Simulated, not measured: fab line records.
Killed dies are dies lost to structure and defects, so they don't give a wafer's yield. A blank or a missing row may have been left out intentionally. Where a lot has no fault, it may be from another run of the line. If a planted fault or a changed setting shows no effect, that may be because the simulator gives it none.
Chamber matching / flow gf180mcu / GF_V5_CMP_04 on cmp-02 has 4 sister chambers
The step polishes SiO2. 8 wafers are shown with their chamber, then 11 later ones without.

== EACH WAFER AND ITS CHAMBER ==
wafer=L086.6; chamber=2; motor current A (A)=12.7; slurry flow ml min=149.9
wafer=L087.5; chamber=0; motor current A (A)=13.8; slurry flow ml min=150.5
wafer=L087.1; chamber=2; motor current A (A)=13.0; slurry flow ml min=149.6
wafer=L087.2; chamber=3; motor current A (A)=10.9; slurry flow ml min=149.9
wafer=L088.2; chamber=1; motor current A (A)=11.2; slurry flow ml min=149.6
wafer=L088.3; chamber=3; motor current A (A)=10.7; slurry flow ml min=149.6
wafer=L088.5; chamber=1; motor current A (A)=11.1; slurry flow ml min=149.7
wafer=L088.1; chamber=0; motor current A (A)=13.8; slurry flow ml min=150.5

== WAFERS WITHOUT THEIR CHAMBER ==
wafer=L088.4; motor current A (A)=12.2; slurry flow ml min=150.5
wafer=L088.6; motor current A (A)=12.7; slurry flow ml min=150.8
wafer=L089.2; motor current A (A)=11.3; slurry flow ml min=149.8
wafer=L089.3; motor current A (A)=14.4; slurry flow ml min=150.6
wafer=L089.4; motor current A (A)=11.2; slurry flow ml min=149.5
wafer=L090.2; motor current A (A)=11.2; slurry flow ml min=150.1
wafer=L090.5; motor current A (A)=10.6; slurry flow ml min=149.7
wafer=L090.6; motor current A (A)=14.1; slurry flow ml min=149.4
wafer=L091.2; motor current A (A)=10.6; slurry flow ml min=150.7
wafer=L091.4; motor current A (A)=12.4; slurry flow ml min=149.9
wafer=L091.5; motor current A (A)=11.2; slurry flow ml min=150.2

== EACH ONE'S CHAMBER ==
wafer=L088.4; from the rows above=2; in truth=2
wafer=L088.6; from the rows above=can't be placed: 2 or 0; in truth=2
wafer=L089.2; from the rows above=1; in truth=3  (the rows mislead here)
wafer=L089.3; from the rows above=0; in truth=0
wafer=L089.4; from the rows above=1; in truth=1
wafer=L090.2; from the rows above=can't be placed: 1 or 3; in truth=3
wafer=L090.5; from the rows above=3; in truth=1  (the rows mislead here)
wafer=L090.6; from the rows above=0; in truth=0
wafer=L091.2; from the rows above=can't be placed: 3 or 1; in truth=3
wafer=L091.4; from the rows above=2; in truth=2
wafer=L091.5; from the rows above=can't be placed: 1 or 3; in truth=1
Correct placement for 5 of the 11. Not placeable from these rows: 4 (in 4, the candidates include the true chamber). Wrongly placed: 2.
How it was worked out, from the rows above alone: a wafer's distance from a chamber is the root of the sum, over the readings, of the square of ((its reading less the chamber's mean) divided by the reading's scatter). If the next closest chamber is less than 2 further off than the closest, the wafer can't be placed; otherwise it belongs to the closest. For every chamber, the mean is computed from those of its wafers that are shown. The scatter: take each reading less its chamber's mean, square it, sum over the shown wafers, divide by the number of wafers less the number of chambers, and take the root.
